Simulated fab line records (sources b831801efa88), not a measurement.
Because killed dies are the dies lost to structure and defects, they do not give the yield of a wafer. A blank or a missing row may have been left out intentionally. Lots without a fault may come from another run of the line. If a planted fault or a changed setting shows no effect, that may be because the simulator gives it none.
Which of the tools did it? -- flow sky130 -- Sampling: 10 lots, 30 wafers, 6 of 708 route steps

## WHAT THE GAUGES SHOWED, per wafer
SKY_CONTACT_RS_MEAS_25: measurement is done with a four-point probe.
lot,measured,on,CONTACT_W_RS (ohm/sq)
L643,day 31 16:59,film metro-04,0.341 0.343 0.345
L645,day 32 02:04,film metro-01,0.337 0.339 0.342
L647,day 33 05:13,film metro-04,0.342 0.338 0.343
L649,day 34 04:55,film metro-01,0.338 0.337 0.335
L653,day 35 13:50,film metro-04,0.345 0.345 0.346
L656,day 36 07:28,film metro-03,0.340 0.344 0.343
L659,day 36 14:02,film metro-04,0.341 0.335 0.333
L661,day 37 09:58,film metro-01,0.333 0.335 0.336
L664,day 38 09:04,film metro-03,0.339 0.341 0.336
L665,day 39 03:52,film metro-04,0.336 0.333 0.339

SKY_CONTACT_THK_MEAS_26: measures by xrf.
lot,measured,on,CONTACT_W_THK (nm)
L643,day 31 17:05,film metro-04,348 346 342
L645,day 32 02:11,film metro-01,346 344 340
L647,day 33 05:18,film metro-04,346 350 345
L649,day 34 05:01,film metro-01,344 347 348
L653,day 35 13:56,film metro-04,345 347 342
L656,day 36 07:34,film metro-03,348 344 347
L659,day 36 14:10,film metro-04,349 353 358
L661,day 37 10:05,film metro-01,349 349 344
L664,day 38 09:10,film metro-03,349 349 351
L665,day 39 03:59,film metro-04,350 354 347

SKY_METAL1_RS_MEAS_05: measurement is done with a four-point probe.
lot,measured,on,METAL1_ALCU_RS (ohm/sq)
L643,day 31 17:37,film metro-02,0.1251 0.1247 0.1260
L645,day 32 02:41,film metro-02,0.1287 0.1284 0.1275
L647,day 33 05:50,film metro-02,0.1285 0.1280 0.1274
L649,day 34 05:32,film metro-04,0.1277 0.1277 0.1300
L653,day 35 14:29,film metro-04,0.1269 0.1258 0.1276
L656,day 36 08:05,film metro-02,0.1600 0.1618 0.1613
L659,day 36 14:40,film metro-04,0.1592 0.1614 0.1624
L661,day 37 10:36,film metro-01,0.1263 0.1231 0.1237
L664,day 38 09:41,film metro-01,0.1280 0.1277 0.1296
L665,day 39 04:29,film metro-01,0.1286 0.1276 0.1289

SKY_METAL1_THK_MEAS_06: measures by xrf.
lot,measured,on,METAL1_ALCU_THK (nm)
L643,day 31 17:42,film metro-02,258 257 255
L645,day 32 02:48,film metro-02,249 251 252
L647,day 33 05:55,film metro-02,251 252 252
L649,day 34 05:38,film metro-04,249 249 244
L653,day 35 14:35,film metro-04,252 255 251
L656,day 36 08:11,film metro-02,202 202 202
L659,day 36 14:47,film metro-04,201 198 200
L661,day 37 10:43,film metro-01,252 260 259
L664,day 38 09:47,film metro-01,250 251 248
L665,day 39 04:36,film metro-01,249 251 248

## EACH LOT AND THE TOOL THAT RAN IT (in order: tool; ch and the chambers of the sampled wafers; start)
lot,SKY_METAL1_SPUTTER_02,SKY_METAL1_SPUTTER_03
L643,"pvd sputter-01, day 31 17:28","pvd sputter-01, day 31 17:29"
L645,"pvd sputter-01, day 32 02:35","pvd sputter-01, day 32 02:36"
L647,"pvd sputter-04, day 33 05:41","pvd sputter-04, day 33 05:42"
L649,"pvd sputter-02, day 34 05:25","pvd sputter-02, day 34 05:26"
L653,"pvd sputter-01, day 35 14:22","pvd sputter-01, day 35 14:23"
L656,"pvd sputter-01, day 36 07:58","pvd sputter-01, day 36 07:59"
L659,"pvd sputter-01, day 36 14:34","pvd sputter-01, day 36 14:36"
L661,"pvd sputter-02, day 37 10:31","pvd sputter-02, day 37 10:32"
L664,"pvd sputter-04, day 38 09:33","pvd sputter-04, day 38 09:34"
L665,"pvd sputter-02, day 39 04:23","pvd sputter-02, day 39 04:25"
- SKY_METAL1_SPUTTER_02: material AlCu, target thk 250 nm, time 13.3 s.
- SKY_METAL1_SPUTTER_03: material Ti, target thk 5 nm, time 3.3 s.

## AS READ BY THE TOOLS THEMSELVES (means over the sampled wafers that have a number; for cases with no such wafer, the mark the record gives instead)
SKY_METAL1_SPUTTER_02.
lot,tool,cathode dc power W (W),throttle valve pct (%)
L643,pvd sputter-01,10600,29.7
L645,pvd sputter-01,10601,29.5
L647,pvd sputter-04,10598,30.7
L649,pvd sputter-02,10601,30.1
L653,pvd sputter-01,10598,29.6
L656,pvd sputter-01,10600,29.8
L659,pvd sputter-01,10600,29.4
L661,pvd sputter-02,10599,30.1
L664,pvd sputter-04,10598,32.0
L665,pvd sputter-02,10600,30.9

SKY_METAL1_SPUTTER_03.
lot,tool,cathode dc power W (W),throttle valve pct (%)
L643,pvd sputter-01,2999.8,29.7
L645,pvd sputter-01,3000.1,29.2
L647,pvd sputter-04,3000.3,30.7
L649,pvd sputter-02,2999.6,30.1
L653,pvd sputter-01,2999.9,29.7
L656,pvd sputter-01,2999.9,29.7
L659,pvd sputter-01,2999.8,29.4
L661,pvd sputter-02,2999.9,30.1
L664,pvd sputter-04,3000.0,31.9
L665,pvd sputter-02,3000.6,31.0

## THE ANSWER, worked out from the rows above alone
Rule: what is usual is taken from the lots themselves. The widest of any qualifying gaps counts: lots, ordered by their means at a reading, are off when they make up no more than a third of the lots, leave a main group of 4 or more, and stand apart from it by 3 or more times the standard deviation of that group's means. Not used: any main group whose means are identical at the precision the tables above print for the reading. Also off: a lot with no number at a reading for which 4 or more lots have one. All remaining lots with rows at the step are treated as sound. The gauges are gone through in route order, then the tools' own readings, and for those a lot's mean is taken as printed above. At the first step where some lot is off, the reading lying furthest off is the one used; lots without a number count as furthest.
Off: L656, L659, seen at SKY_METAL1_RS_MEAS_05 (METAL1_ALCU_RS). Main group: mean 0.1272 ohm/sq, sd 0.0015.
If a tool, at a process step before that reading, ran all the lots that are off and no sound lot after the first of them, it fits. The gauges at SKY_METAL1_RS_MEAS_05 are tried like those tools. One fits: SKY_METAL1_SPUTTER_02 and SKY_METAL1_SPUTTER_03 on pvd sputter-01. At SKY_METAL1_SPUTTER_02 its last sound lot is L653 (day 35 14:22), its first lot that is off L656 (day 36 07:58): a fault that began between those two fits.

## WHAT HAD BEEN PUT IN BY THE SIMULATOR
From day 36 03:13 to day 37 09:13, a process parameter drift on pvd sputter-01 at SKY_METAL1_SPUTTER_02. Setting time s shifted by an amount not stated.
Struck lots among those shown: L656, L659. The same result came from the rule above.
